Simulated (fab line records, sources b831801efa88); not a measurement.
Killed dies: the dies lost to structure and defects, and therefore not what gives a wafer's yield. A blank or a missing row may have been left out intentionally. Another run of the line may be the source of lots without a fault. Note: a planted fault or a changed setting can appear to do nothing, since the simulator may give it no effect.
One fault seen from 2 desks | flow sky130 | each desk holds nothing but its own numbers, with what lay behind them at the end

== THE METROLOGY DESK ==
What the gauges read for every lot (on any tool): the sampled wafers with a number, averaged. Marked OUT: a lot whose mean sits more than 4 standard deviations from the usual mean, which makes it out of limits; the brackets give that distance.
Columns: A = PWDE_OVL at SKY_PWDE_OVL_MEAS_07, usual -0.3 nm; B = VT_ADJUST_LVTN_01_OVL at SKY_VT_ADJUST_LVTN_OVL_MEAS_18, usual -0.5 nm; C = VT_ADJUST_HVTR_OVL at SKY_VT_ADJUST_HVTR_OVL_MEAS_08, usual 0.1 nm
lot  | first seen here | A    | B                       | C
L160 | day 3 23:57     | 0.1  | -1.1                    | 1.4
L161 | day 4 00:18     | 0.3  | -0.9                    | -0.4
L162 | day 4 10:01     | 1.2  | -1.8                    | -0.8
L167 | day 5 18:12     | -0.3 | 0.3                     | -1.0
L166 | day 5 19:16     | 0.5  | 1.0                     | 0.5
L169 | day 6 11:35     | -1.1 | 273.1 (+99 or more) OUT | -0.9
L170 | day 6 11:56     | 0.4  | 271.8 (+99 or more) OUT | 1.9
L171 | day 6 12:16     | -2.5 | 271.1 (+99 or more) OUT | 1.1
L173 | day 7 10:09     | -0.1 | 274.7 (+99 or more) OUT | -1.0
L180 | day 8 13:46     | 0.3  | -1.1                    | -0.1
L182 | day 9 01:05     | 0.2  | -2.6                    | -0.9
L183 | day 9 06:07     | 0.2  | 0.1                     | -1.9
This desk's finding: out of limits on L169, L170, L171, L173; first on L169, day 10 22:29 (VT_ADJUST_LVTN_01_OVL at SKY_VT_ADJUST_LVTN_OVL_MEAS_18). In limits: L160, L161, L162, L167, L166, L180, L182, L183.

== FOR THE TOOL OWNER'S DESK: iline stepper-02 ==
The tool's own readings at SKY_VT_ADJUST_LVTN_EXPOSE_15 (exposes mask HVN STD DERIVED, target cd 600 nm): means of the sampled wafers that have a number, for each lot that ran on this tool. Marked OUT: a lot whose mean sits more than 4 standard deviations from the usual mean, which makes it out of limits; the brackets give that distance.
Columns: A = focus offset nm at SKY_VT_ADJUST_LVTN_EXPOSE_15, usual -0.1 nm
lot  | first seen here | A
L160 | day 7 08:58     | -0.2
L166 | day 9 14:26     | 0.2
L169 | day 10 11:04    | 0.3
L170 | day 10 11:32    | 0.1
L171 | day 10 12:18    | -0.6
L173 | day 11 13:53    | -0.2
This desk's verdict: no lot among the 6 shows anything out of limits.

== TAKEN TOGETHER ==
An alarm was possible from the metrology desk at day 10 22:29, on L169, L170, L171, L173.
Nothing out of limits was seen by the tool owner's desk.
Tool owner's desk: L169, L170, L171, L173 on record, inside its limits.
On iline stepper-02, each named lot ran SKY_VT_ADJUST_LVTN_EXPOSE_15.

== WHAT THE SIMULATOR HAD PUT IN ==
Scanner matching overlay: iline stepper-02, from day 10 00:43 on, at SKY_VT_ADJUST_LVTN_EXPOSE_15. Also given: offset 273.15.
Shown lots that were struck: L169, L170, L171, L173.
Hours from the fault's start to each desk's first reading out of limits: the metrology desk, 22.
